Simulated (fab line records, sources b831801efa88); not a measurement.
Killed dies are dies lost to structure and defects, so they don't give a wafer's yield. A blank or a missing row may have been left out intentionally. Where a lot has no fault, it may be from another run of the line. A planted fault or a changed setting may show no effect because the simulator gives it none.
Matching of chambers    flow sky130    4 sister chambers for SKY_VIA2_CMP_24 on cmp-01
The step polishes, stops on SiO2, t overpolish 20 s, target thk 0 nm. 4 wafers are shown with their chamber, then 7 later ones without.

== WAFERS PAIRED WITH THEIR CHAMBERS ==
wafer   chamber  motor_current_A (A)
L643.1  1        10.8
L643.4  2        11.8
L647.2  0        10.8
L647.4  3        12.9

== WAFERS MISSING THEIR CHAMBER ==
wafer   motor_current_A (A)
L647.5  11.8
L659.1  11.5
L659.3  13.1
L659.6  12.5
L660.2  13.3
L660.4  10.6
L660.6  13.8

== THE CHAMBER EACH PASSED THROUGH ==
wafer   from the rows above           in truth
L647.5  2                             2
L659.1  can't be placed: 2 or 0 or 1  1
L659.3  3                             3
L659.6  can't be placed: 3 or 2       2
L660.2  3                             3
L660.4  can't be placed: 0 or 1       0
L660.6  3                             3
Placed correctly: 4 of 7. Unplaceable from these rows: 3, with the true chamber sitting among the candidates in 3. Number placed wrongly: 0.
How it was worked out, from the rows above alone: a wafer's distance from a chamber is the root of the sum, over the readings, of the square of ((its reading less the chamber's mean) divided by the reading's scatter). The wafer belongs to the nearest chamber; if the next one is less than 2 further off, it can't be placed. Each chamber's mean is taken over the wafers shown for it. The scatter: with one shown wafer a chamber, the root of the mean of the squares of how far each hidden wafer lies from its nearest shown one.
